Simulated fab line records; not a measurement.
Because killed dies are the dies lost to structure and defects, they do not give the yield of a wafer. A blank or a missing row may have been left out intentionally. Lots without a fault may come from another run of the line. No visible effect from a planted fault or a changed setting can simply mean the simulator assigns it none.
Which tool was responsible?	flow gf180mcu	18 wafers from 6 lots sampled at 2 of the route's 602 steps

WHAT THE GAUGES READ, wafer by wafer
GF_VT_IMPLANT_TW_MEAS_21.
lot	measured	on	VT_IMPLANT_2_TW
L812	day 6 12:41	filmMetro-01	1224 1222 1229
L815	day 7 06:20	filmMetro-01	1385 1381 1381
L824	day 9 18:52	filmMetro-01	1226 1225 1230
L828	day 10 19:05	filmMetro-03	1218 1217 1217
L831	day 11 13:01	filmMetro-02	1195 1196 1197
L833	day 12 02:29	filmMetro-03	1221 1220 1227

EACH LOT AND THE TOOL THAT RAN IT (in order: tool; ch and the chambers of the sampled wafers; start)
lot	GF_VT_IMPLANT_IMPLANT_19
L812	implanter-01 ch 0, day 6 12:26
L815	implanter-01 ch 0, day 7 06:05
L824	implanter-01 ch 0, day 9 18:37
L828	implanter-01 ch 0, day 10 18:52
L831	implanter-03 ch 0, day 11 12:46
L833	implanter-03 ch 0, day 12 02:16
- GF_VT_IMPLANT_IMPLANT_19

THE ANSWER, worked out from the rows above alone
Rule: usual is defined by the lots themselves. Put in order of their means at a reading, lots are off if they are a third of the lots or fewer, leave a main group of 4 or more, and stand apart from it by a gap of 3 or more times the standard deviation of the main group's means; of several such gaps the widest counts. Not used: any main group whose means are identical at the precision the tables above print for the reading. Also off: a lot with no number at a reading for which 4 or more lots have one. Any other lot the step has rows for is counted as sound.
Off: L815, seen at GF_VT_IMPLANT_TW_MEAS_21 (VT_IMPLANT_2_TW). The main group has a mean of 1218 with a standard deviation of 11.
If a tool, at a process step before that reading, ran all the lots that are off and no sound lot after the first of them, it fits. Those tools and the gauges at GF_VT_IMPLANT_TW_MEAS_21 are tried in the same way. None of those tried fits.

WHAT THE SIMULATOR HAD INSERTED
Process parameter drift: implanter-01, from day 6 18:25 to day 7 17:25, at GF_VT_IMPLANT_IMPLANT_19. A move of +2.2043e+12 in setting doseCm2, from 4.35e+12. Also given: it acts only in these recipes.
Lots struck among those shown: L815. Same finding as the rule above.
